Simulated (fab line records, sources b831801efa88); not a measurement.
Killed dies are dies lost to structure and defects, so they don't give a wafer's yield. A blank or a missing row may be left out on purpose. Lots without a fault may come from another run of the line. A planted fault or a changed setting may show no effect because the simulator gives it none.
A struck lot beside a sound one | flow sky130 | 14 steps out of a route of 708
Sound: wafers L982.2, L982.3, L982.6. Struck: wafers L993.1, L993.2, L993.4. The cause comes at the end.
At each step with rows: each side's tool, then ch and its chambers, then its first start. Under that, the readings that differ: sound wafers | struck wafers | difference of the means | sigmas: that difference in standard deviations of wafers without a fault.
alike: readings whose means differ by less than 2 such deviations, and words and numbers that are the same on both sides. not compared: withheld readings, readings that some wafer has no value for, bounds like >300 that may hide the same value, and numbers for which the record gives no deviation and whose values overlap.
The two part at a step that has a row with sigmas, a row that says differs or no value, or rows on one side only. Numbers that don't overlap but have no deviation are shown without sigmas and don't part them. A reading that every wafer of one side lacks parts them only if that side has two wafers or more.

first, 7 steps without rows for these wafers: SKY_LDD_N_DEHYDRATE_00 (time 60 s); SKY_LDD_N_HMDS_01 (prime time 60 s); SKY_LDD_N_COAT_02 (resist thk 300 nm); SKY_LDD_N_SOFTBAKE_03 (time 60 s); SKY_LDD_N_EXPOSE_04 (exposes mask NTM, target cd 840 nm); SKY_LDD_N_PEB_05; SKY_LDD_N_DEVELOP_06 (develop time 60 s).
SKY_LDD_N_OVL_MEAS_07:
  sound on overlay-02, day 19 06:44; struck on overlay-02, day 22 17:53
  alike: LDD_N_OVL
then, 4 steps without rows for these wafers: SKY_LDD_N_IMPLANT_08; SKY_LDD_N_IMPLANT_09; SKY_LDD_N_IMPLANT_10; SKY_LDD_N_IMPLANT_11.
SKY_LDD_N_IMPLANT_12:
  sound on implanter-03 ch 0, day 19 07:24; struck on implanter-04, day 22 18:31
  no value came back on the struck wafers for beam_energy_keV, beam_on_s (s); on the sound wafers beam_energy_keV reads 49.986 50.000 50.003
then, 1 step without rows for these wafers: SKY_LDD_N_IMPLANT_13.

WHERE THEY PART
Only at SKY_LDD_N_IMPLANT_12, within this record.

WHY: what the simulator had put in
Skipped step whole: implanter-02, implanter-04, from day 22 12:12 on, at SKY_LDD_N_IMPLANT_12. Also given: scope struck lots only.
